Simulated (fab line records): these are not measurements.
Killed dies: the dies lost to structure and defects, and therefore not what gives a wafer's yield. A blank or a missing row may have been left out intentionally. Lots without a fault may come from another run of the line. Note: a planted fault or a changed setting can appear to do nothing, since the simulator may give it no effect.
Chamber matching	flow gf180mcu	GF_V5_CMP_04 on cmp-02: 4 sister chambers
The step polishes SiO2. 4 wafers are shown with their chamber, then 10 later ones without.

WAFERS PAIRED WITH THEIR CHAMBERS
wafer	chamber	motor current A (A)
L085.5	3	11.2
L085.6	2	11.3
L086.2	1	13.1
L086.5	0	12.4

WAFERS WITHOUT THEIR CHAMBER
wafer	motor current A (A)
L086.6	12.6
L087.2	12.9
L087.4	13.1
L087.6	10.5
L089.1	10.6
L089.2	12.4
L089.5	11.9
L092.1	13.2
L092.2	10.6
L092.5	12.3

WHICH CHAMBER EACH WENT THROUGH
wafer	from the rows above	in truth
L086.6	can't be placed: 0 or 1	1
L087.2	can't be placed: 1 or 0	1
L087.4	can't be placed: 1 or 0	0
L087.6	can't be placed: 3 or 2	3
L089.1	can't be placed: 3 or 2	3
L089.2	can't be placed: 0 or 1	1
L089.5	can't be placed: 0 or 2 or 3 or 1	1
L092.1	can't be placed: 1 or 0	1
L092.2	can't be placed: 3 or 2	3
L092.5	can't be placed: 0 or 1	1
Correct placement for 0 of the 10. Can't be placed from these rows: 10 (the true chamber is among the candidates in 10). Number placed wrongly: 0.
How it was worked out, from the rows above alone: a wafer's distance from a chamber is the root of the sum, over the readings, of the square of ((its reading less the chamber's mean) divided by the reading's scatter). The wafer belongs to the nearest chamber; if the next one is less than 2 further off, it can't be placed. The mean given for a chamber averages the wafers shown for that chamber. The scatter: root of mean squared gap, hidden wafer to nearest shown wafer, with one shown wafer a chamber.
